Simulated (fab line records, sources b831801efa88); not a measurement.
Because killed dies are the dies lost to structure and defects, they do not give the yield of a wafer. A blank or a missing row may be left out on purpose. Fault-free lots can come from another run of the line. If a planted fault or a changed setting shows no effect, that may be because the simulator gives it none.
One fault seen from 2 desks + flow sky130 + numbers are kept per desk, each desk with only its own; the story behind them comes last

== TOOL OWNER'S DESK, rie-diel-03 ==
The tool's own readings at SKY_VIA1_ETCH_14 (etches BARC in N2/H2, stops on SiO2, time 45.9 s, target depth 60 nm): means of the sampled wafers that have a number, for each lot that ran on this tool. If a lot's mean is further than 4 standard deviations from the usual mean, the lot is out of limits and carries the mark OUT (the distance appears in the brackets).
Columns: A = bias-w at SKY_VIA1_ETCH_14, usual 100.0 W; B = drypump-motor-current-A at SKY_VIA1_ETCH_14, usual 5.99 A; C = oes-product-au at SKY_VIA1_ETCH_14, usual 0.855 a.u.; D = run-length-s at SKY_VIA1_ETCH_14, usual 74.4 s; E = throttle-valve-pct at SKY_VIA1_ETCH_14, usual 13.225 %
| lot  | first seen here | A     | B    | C               | D              | E      |
|------|-----------------|-------|------|-----------------|----------------|--------|
| L978 | day 34 22:10    | 100.3 | 6.02 | 0.854           | 74.6           | 13.226 |
| L982 | day 36 11:44    | 100.3 | 5.94 | 0.858           | 74.2           | 13.233 |
| L984 | day 36 18:17    | 100.3 | 5.90 | 0.857           | 74.7           | 13.219 |
| L985 | day 37 10:19    | 100.2 | 5.93 | 0.854           | 74.2           | 13.221 |
| L990 | day 38 21:14    | 100.2 | 5.97 | 0.953 (+20) OUT | 58.8 (-31) OUT | 13.239 |
This desk's finding: out of limits on L990; first on L990, day 38 21:14 (oes-product-au at SKY_VIA1_ETCH_14). In limits: L978, L982, L984, L985.

== FROM THE METROLOGY DESK ==
Means of the sampled wafers that have a number, per lot and without regard to the tool the lot ran on: this is what the gauges read. If a lot's mean is further than 4 standard deviations from the usual mean, the lot is out of limits and carries the mark OUT (the distance appears in the brackets).
Columns: A = METAL1_ALCU_RS at SKY_METAL1_RS_MEAS_05, usual 0.1266 ohm/sq; B = VIA1_BOW at SKY_VIA1_BOW_MEAS_03, usual 79 um
| lot  | first seen here | A      | B  |
|------|-----------------|--------|----|
| L976 | day 31 18:10    | 0.1262 | 79 |
| L977 | day 31 22:59    | 0.1245 | 83 |
| L978 | day 32 15:03    | 0.1270 | 74 |
| L980 | day 33 08:56    | 0.1276 | 83 |
| L981 | day 34 03:02    | 0.1255 | 83 |
| L982 | day 34 05:41    | 0.1298 | 84 |
| L984 | day 34 16:02    | 0.1273 | 81 |
| L985 | day 34 21:40    | 0.1256 | 78 |
| L990 | day 36 16:51    | 0.1276 | 73 |
| L992 | day 37 11:20    | 0.1242 | 82 |
| L991 | day 37 12:13    | 0.1247 | 86 |
| L993 | day 37 14:17    | 0.1231 | 89 |
| L998 | day 38 16:46    | 0.1283 | 83 |
This desk found nothing out of limits on any of the 13 lots.

== ALL TOGETHER ==
The tool owner's desk could have raised an alarm at day 38 21:14, on L990.
Nothing out of limits was seen by the metrology desk.
The metrology desk holds a record of L990, inside its limits.
SKY_VIA1_ETCH_14 was run on rie-diel-03 by each of the lots named.

== WHAT THE SIMULATOR HAD PUT IN ==
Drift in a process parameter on rie-diel-03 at SKY_VIA1_ETCH_14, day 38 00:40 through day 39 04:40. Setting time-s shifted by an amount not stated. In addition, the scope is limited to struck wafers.
Struck lots among those shown: L990.
Hours from the fault's start to each desk's first reading out of limits: the tool owner's desk, 21.
